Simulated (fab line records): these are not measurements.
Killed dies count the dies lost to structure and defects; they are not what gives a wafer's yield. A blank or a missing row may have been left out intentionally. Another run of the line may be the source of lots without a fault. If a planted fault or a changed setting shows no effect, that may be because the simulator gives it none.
fab line records -- flow sky130
record: lots: 5, wafers: 15, last_day: 49
route steps=708 shown LDD_N@253 LDD_P@255 LDD_HVN@267 LDD_HVP@278
lots that met no fault: taken from a fault-free run of the same line
start_h: start of the lot's first displayed wafer, in hours after the record's first day -- wait_h: hours from the lot's prior step to this one -- " repeats the value in the row above -- L1.1+2: a single row standing in for several wafers -- - either no value or no given start -- * or withheld: withheld -- < > ~ a bound
route shown NAME@n: NAME is a module with steps in the file, n the number in the route of the first one -- usual: mean/standard deviation of fault-free wafers -- same: alike in all rows -- chamber/n: place in a boat -- sites: per-site readings -- _std_site: standard deviation across them -- _edge_site: the outer-site mean with the inner-site mean subtracted -- radius_mm: for every site, how far away it sits from the centre of the wafer -- mask NAME#n: copy n -- behind: tool/chamber where the wafer was last shaped -- hold: cause of the lot's hold/its duration in hours/its outcome -- device: transistor that didn't switch, given as n, p or np -- end of line: tests run on the same wafers once the route is complete -- step lacking rows: just its recipe -- killed: dies lost to structure and defects at the first sort, not the wafer's yield -- map: a wafer's dies, x killed, . not, _ none there
set.NAME: the setting as run; set.NAME@STEP: as run at that earlier step -- model.NAME: the simulator's own value behind a step, which no gauge read
lots seen at some steps along the route; tables by step, rows by wafer
services: a tool's chamber out of use, with start hour (start_h, from the record's first day; less than 0 if before it), hours out, and reason
== steps ==
step: SKY_LDD_N_STRIP_16
recipe: chemistry: O2/N2, power_w: 1400, pressure_mtorr: 1500, platen_temp_c: withheld, o2_flow_sccm: 3000, n2_flow_sccm: 300, overash_fraction: 0.5
usual: drypump_motor_current_A: 5.69/0.18, oes_product_au: 0.406/0.0041, strip_time_to_endpoint_s: 4.312/0.015
lot.wafer,tool,chamber,start_h,wait_h,drypump_motor_current_A,oes_product_au,rf_hours_counter_h,strip_time_to_endpoint_s
L429.3,plasma_asher-03,0,436.45,0.1,5.70,0.405,-,4.322
L429.5,plasma_asher-03,1,436.45,0.1,5.87,0.404,-,4.315
L429.6,plasma_asher-03,0,436.45,0.1,5.70,0.410,-,4.309
L433.1,plasma_asher-01,0,468.62,0.1,5.49,0.407,4,4.303
L433.3,plasma_asher-01,0,468.62,0.1,5.48,0.412,-,4.294
L433.4,plasma_asher-01,1,468.62,0.1,5.43,0.405,-,4.341
L437.1,plasma_asher-02,0,517.56,0.1,5.83,0.401,84,4.328
L437.4,plasma_asher-02,1,517.56,0.1,5.85,0.413,-,4.334
L437.6,plasma_asher-02,0,517.56,0.1,5.83,0.407,-,4.320
L444.3,plasma_asher-01,0,554.53,0.1,5.51,0.412,-,4.298
L444.5,plasma_asher-01,1,554.53,0.1,5.44,0.399,-,4.325
L444.6,plasma_asher-01,0,554.53,0.1,5.47,0.403,-,4.310
L445.1,plasma_asher-01,0,557.31,0.1,5.52,0.402,14,4.324
L445.2,plasma_asher-01,1,557.31,0.1,5.43,0.402,14,4.323
L445.4,plasma_asher-01,0,557.31,0.1,5.47,0.405,-,4.331
step: SKY_LDD_N_TW_MEAS_17
usual: LDD_N_TW: 2594/16
lot.wafer,tool,chamber,start_h,wait_h,LDD_N_TW
L429.3,film_metro-04,-,436.53,0.1,2581
L429.5,film_metro-04,-,436.53,0.1,2588
L429.6,film_metro-04,-,436.53,0.1,2602
L433.1,film_metro-04,-,468.72,0.1,2599
L433.3,film_metro-04,-,468.72,0.1,2609
L433.4,film_metro-04,-,468.72,0.1,2598
L437.1,film_metro-04,-,517.66,0.1,2599
L437.4,film_metro-04,-,517.66,0.1,2609
L437.6,film_metro-04,-,517.66,0.1,2610
L444.3,film_metro-04,-,554.62,0.1,2593
L444.5,film_metro-04,-,554.62,0.1,2585
L444.6,film_metro-04,-,554.62,0.1,2573
L445.1,film_metro-04,-,557.41,0.1,2593
L445.2,film_metro-04,-,557.41,0.1,2596
L445.4,film_metro-04,-,557.41,0.1,2598
step: SKY_LDD_P_DEHYDRATE_00
recipe: temp_c: 200, time_s: 60
step: SKY_LDD_P_HMDS_01
recipe: prime_time_s: 60, prime_temp_c: 120
step: SKY_LDD_P_COAT_02
recipe: resist: NOVOLAK, spin_rpm: 3000, resist_thk_nm: 1140
step: SKY_LDD_P_SOFTBAKE_03
recipe: temp_c: 90, time_s: 60, resist: NOVOLAK
step: SKY_LDD_P_EXPOSE_04
recipe: mask_id: PSDM, na: 0.6, source_shape: conventional, sigma_outer: 0.6, polarization: unpolarized, target_cd_nm: 380, dose_mj: 138
step: SKY_LDD_P_PEB_05
recipe: temp_c: withheld, time_s: *, resist: NOVOLAK
step: SKY_LDD_P_DEVELOP_06
recipe: resist: NOVOLAK, developer: TMAH, develop_time_s: 60, dev_temp_c: 23
step: SKY_LDD_P_CD_MEAS_07
recipe: target_cd_nm: 380
usual: cd_nm: 378.8/2.2
lot.wafer,tool,chamber,start_h,wait_h,cd_nm
L429.3,cd_sem-02,-,467.69,0.1,382.6
L429.5,cd_sem-02,-,467.69,0.1,382.3
L429.6,cd_sem-02,-,467.69,0.1,380.2
L433.1,cd_sem-02,-,499.75,0.1,379.2
L433.3,cd_sem-02,-,499.75,0.1,378.9
L433.4,cd_sem-02,-,499.75,0.1,379.1
L437.1,cd_sem-01,-,548.13,0.1,379.0
L437.4,cd_sem-01,-,548.13,0.1,377.2
L437.6,cd_sem-01,-,548.13,0.1,377.8
L444.3,cd_sem-01,-,584.62,0.1,380.2
L444.5,cd_sem-01,-,584.62,0.1,379.9
L444.6,cd_sem-01,-,584.62,0.1,377.1
L445.1,cd_sem-02,-,586.95,0.1,379.8
L445.2,cd_sem-02,-,586.95,0.1,377.1
L445.4,cd_sem-02,-,586.95,0.1,378.6
step: SKY_LDD_P_OVL_MEAS_08
usual: LDD_P_OVL: 0.7/1.4
lot.wafer,tool,chamber,start_h,wait_h,LDD_P_OVL[nm]
L429.3,overlay-01,-,467.78,0.1,2.1
L429.5,overlay-01,-,467.78,0.1,3.6
L429.6,overlay-01,-,467.78,0.1,0.6
L433.1,overlay-01,-,499.87,0.1,0.3
L433.3,overlay-01,-,499.87,0.1,2.3
L433.4,overlay-01,-,499.87,0.1,1.3
L437.1,overlay-01,-,548.25,0.1,0.3
L437.4,overlay-01,-,548.25,0.1,0.0
L437.6,overlay-01,-,548.25,0.1,1.2
L444.3,overlay-02,-,584.71,0.1,0.7
L444.5,overlay-02,-,584.71,0.1,0.2
L444.6,overlay-02,-,584.71,0.1,-0.1
L445.1,overlay-02,-,587.07,0.1,-1.8
L445.2,overlay-02,-,587.07,0.1,-0.9
L445.4,overlay-02,-,587.07,0.1,-2.0
step: SKY_LDD_P_IMPLANT_09
recipe: species: BF2, energy_kev: 25, dose_cm2: 1e+13, tilt_deg: withheld
step: SKY_LDD_P_STRIP_10
recipe: chemistry: O2/N2, power_w: 1400, pressure_mtorr: 1500, platen_temp_c: withheld, o2_flow_sccm: 3000, n2_flow_sccm: 300, overash_fraction: 0.5
usual: drypump_motor_current_A: 5.91/0.22, oes_product_au: 0.715/0.0043, strip_time_to_endpoint_s: 14.19/0.036
lot.wafer,tool,chamber,start_h,wait_h,drypump_motor_current_A,oes_product_au,rf_hours_counter_h,strip_time_to_endpoint_s,model.NOVOLAK_of_LDD_P_COAT_02.thk_nm
L429.3,plasma_asher-04,0,467.99,0.1,5.79,0.716,-,14.24,0
L429.5,plasma_asher-04,1,467.99,0.1,6.35,0.717,-,14.25,0
L429.6,plasma_asher-04,0,467.99,0.1,5.74,0.713,-,14.21,0
L433.1,plasma_asher-02,0,500.05,0.1,5.81,0.711,81,14.24,0
L433.3,plasma_asher-02,0,500.05,0.1,5.81,0.715,-,14.23,0
L433.4,plasma_asher-02,1,500.05,0.1,5.84,0.717,-,14.25,0
L437.1,plasma_asher-04,0,548.43,0.1,5.73,0.932,73,-,541.3
L437.4,plasma_asher-04,0,548.43,0.1,5.77,0.939,-,-,540
L437.6,plasma_asher-04,0,548.43,0.1,5.73,0.936,-,-,540.7
L444.3,plasma_asher-03,1,584.92,0.1,5.85,0.708,-,14.14,0
L444.5,plasma_asher-03,0,584.92,0.1,5.73,0.711,-,14.14,0
L444.6,plasma_asher-03,1,584.92,0.1,5.82,0.717,-,14.15,0
L445.1,plasma_asher-03,1,587.25,0.1,5.83,0.717,40,14.22,0
L445.2,plasma_asher-03,0,587.25,0.1,5.70,0.706,40,14.17,0
L445.4,plasma_asher-03,0,587.25,0.1,5.73,0.715,-,14.16,0
step: SKY_LDD_P_TW_MEAS_11
usual: LDD_P_TW: 636/4.8
lot.wafer,tool,chamber,start_h,wait_h,LDD_P_TW
L429.3,film_metro-03,-,468.07,0.1,629
L429.5,film_metro-03,-,468.07,0.1,628
L429.6,film_metro-03,-,468.07,0.1,634
L433.1,film_metro-02,-,500.15,0.1,633
L433.3,film_metro-02,-,500.15,0.1,635
L433.4,film_metro-02,-,500.15,0.1,635
L437.1,film_metro-02,-,548.53,0.1,631
L437.4,film_metro-02,-,548.53,0.1,632
L437.6,film_metro-02,-,548.53,0.1,634
L444.3,film_metro-03,-,585.00,0.1,636
L444.5,film_metro-03,-,585.00,0.1,633
L444.6,film_metro-03,-,585.00,0.1,637
L445.1,film_metro-03,-,587.35,0.1,632
L445.2,film_metro-03,-,587.35,0.1,632
L445.4,film_metro-03,-,587.35,0.1,634
step: SKY_LDD_HVN_DEHYDRATE_00
recipe: temp_c: 200, time_s: 60
step: SKY_LDD_HVN_HMDS_01
recipe: prime_time_s: 60, prime_temp_c: 120
step: SKY_LDD_HVN_COAT_02
recipe: resist: NOVOLAK, spin_rpm: 3000, resist_thk_nm: 300
step: SKY_LDD_HVN_SOFTBAKE_03
recipe: temp_c: 90, time_s: 60, resist: NOVOLAK
step: SKY_LDD_HVN_EXPOSE_04
recipe: mask_id: HVNTM, na: 0.6, source_shape: conventional, sigma_outer: 0.6, polarization: unpolarized, target_cd_nm: 700, dose_mj: 127
step: SKY_LDD_HVN_PEB_05
recipe: temp_c: withheld, time_s: *, resist: NOVOLAK
step: SKY_LDD_HVN_DEVELOP_06
recipe: resist: NOVOLAK, developer: TMAH, develop_time_s: 60, dev_temp_c: 23
step: SKY_LDD_HVN_OVL_MEAS_07
usual: LDD_HVN_OVL: 1.3/1.4
lot.wafer,tool,chamber,start_h,wait_h,LDD_HVN_OVL[nm]
L429.3,overlay-02,-,499.19,0.1,2.5
L429.5,overlay-02,-,499.19,0.1,3.4
L429.6,overlay-02,-,499.19,0.1,2.3
L433.1,overlay-02,-,530.75,0.1,2.9
L433.3,overlay-02,-,530.75,0.1,2.8
L433.4,overlay-02,-,530.75,0.1,2.7
L437.1,overlay-02,-,578.46,0.1,0.4
L437.4,overlay-02,-,578.46,0.1,1.0
L437.6,overlay-02,-,578.46,0.1,-1.0
L444.3,overlay-01,-,614.32,0.1,2.7
L444.5,overlay-01,-,614.32,0.1,1.9
L444.6,overlay-01,-,614.32,0.1,4.2
L445.1,overlay-02,-,617.21,0.1,0.4
L445.2,overlay-02,-,617.21,0.1,2.1
L445.4,overlay-02,-,617.21,0.1,1.8
step: SKY_LDD_HVN_IMPLANT_08
recipe: species: P, energy_kev: 60, dose_cm2: 3e+13, tilt_deg: 40
step: SKY_LDD_HVN_STRIP_09
recipe: chemistry: O2/N2, power_w: 1400, pressure_mtorr: 1500, platen_temp_c: withheld, o2_flow_sccm: 3000, n2_flow_sccm: 300, overash_fraction: 0.5
usual: drypump_motor_current_A: 5.9/0.3, oes_product_au: 0.408/0.0043, strip_time_to_endpoint_s: 4.139/0.015
lot.wafer,tool,chamber,start_h,wait_h,drypump_motor_current_A,oes_product_au,rf_hours_counter_h,strip_time_to_endpoint_s
L429.3,plasma_asher-04,1,499.40,0.1,6.3,0.411,-,4.155
L429.5,plasma_asher-04,1,499.40,0.1,6.4,0.413,-,4.127
L429.6,plasma_asher-04,0,499.40,0.1,5.8,0.401,-,4.157
L433.1,plasma_asher-04,1,530.93,0.1,6.4,0.405,71,4.159
L433.3,plasma_asher-04,0,530.93,0.1,5.7,0.408,-,4.136
L433.4,plasma_asher-04,1,530.93,0.1,6.3,0.415,-,4.143
L437.1,plasma_asher-04,0,578.65,0.1,5.7,0.712,76,12.711
L437.4,plasma_asher-04,1,578.65,0.1,6.3,0.706,-,12.691
L437.6,plasma_asher-04,1,578.65,0.1,6.3,0.711,-,12.711
L444.3,plasma_asher-04,0,614.53,0.1,5.7,0.416,-,4.152
L444.5,plasma_asher-04,0,614.53,0.1,5.8,0.409,-,4.144
L444.6,plasma_asher-04,1,614.53,0.1,6.3,0.407,-,4.145
L445.1,plasma_asher-01,0,617.40,0.1,5.5,0.409,21,4.170
L445.2,plasma_asher-01,1,617.40,0.1,5.4,0.411,21,4.152
L445.4,plasma_asher-01,0,617.40,0.1,5.5,0.408,-,4.146
step: SKY_LDD_HVN_TW_MEAS_10
usual: LDD_HVN_TW: 1439/12
lot.wafer,tool,chamber,start_h,wait_h,LDD_HVN_TW
L429.3,film_metro-01,-,499.48,0.1,1439
L429.5,film_metro-01,-,499.48,0.1,1440
L429.6,film_metro-01,-,499.48,0.1,1432
L433.1,film_metro-03,-,531.03,0.1,1445
L433.3,film_metro-03,-,531.03,0.1,1430
L433.4,film_metro-03,-,531.03,0.1,1439
L437.1,film_metro-03,-,578.75,0.1,30
L437.4,film_metro-03,-,578.75,0.1,30
L437.6,film_metro-03,-,578.75,0.1,30
L444.3,film_metro-02,-,614.62,0.1,1432
L444.5,film_metro-02,-,614.62,0.1,1435
L444.6,film_metro-02,-,614.62,0.1,1432
L445.1,film_metro-03,-,617.50,0.1,1417
L445.2,film_metro-03,-,617.50,0.1,1422
L445.4,film_metro-03,-,617.50,0.1,1421
step: SKY_LDD_HVP_DEHYDRATE_00
recipe: temp_c: 200, time_s: 60
== services ==
tool,chamber,start_h,hours,kind
plasma_asher-01,-,421.25,9.0,pm
plasma_asher-01,0,421.25,9.0,vent_cycle
plasma_asher-01,1,421.25,9.0,vent_cycle
plasma_asher-01,0,430.25,-,clean
plasma_asher-01,1,430.25,-,clean
plasma_asher-04,-,455.46,2.9,repair
plasma_asher-02,-,472.74,13.8,repair
plasma_asher-03,-,474.60,41.5,pm
plasma_asher-01,-,510.22,9.9,repair
plasma_asher-03,-,544.33,0.4,repair
plasma_asher-03,-,552.93,14.6,pm
plasma_asher-01,-,583.80,0.4,repair
plasma_asher-01,-,584.96,0.8,repair
plasma_asher-04,-,612.49,0.4,repair
== key ==
first_sign: step: SKY_LDD_P_STRIP_10, reading: oes_product_au, direction: up, sigmas: 51, usual: 0.715, struck: 0.936
effect: step: SKY_LDD_HVN_STRIP_09, reading: strip_time_to_endpoint_s, direction: up, sigmas: 99+, usual: *, struck: *
effect: step: SKY_LDD_HVN_TW_MEAS_10, reading: LDD_HVN_TW, direction: down, sigmas: 99+, usual: 1439, struck: 30
model_effect: step: SKY_LDD_P_STRIP_10, value: NOVOLAK_of_LDD_P_COAT_02.thk_nm, without: 0, struck: 540.7
met_at SKY_LDD_P_STRIP_10
struck_wafers L437.1,L437.4,L437.6
sort_left_out L437.1,L437.4,L437.6
tester_left_out L437
onset_between 467.99 548.43
fault: kind: strip_aborted, tool: plasma_asher-04, chamber: -, onset_h: 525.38, steps: SKY_LDD_P_STRIP_10, offset: 0.72532, end_h: 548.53
tester_left_out: of these lots the tester's yield and bins aren't shown, on N5 and GAA mostly nor the transistor test; their killed dies are dies lost to structure and defects alone, not to doping, threshold or leakage, so they don't give the yield
sort_left_out: the simulated sort isn't trusted on such a fault, so these wafers' sort isn't shown, and their yield isn't known
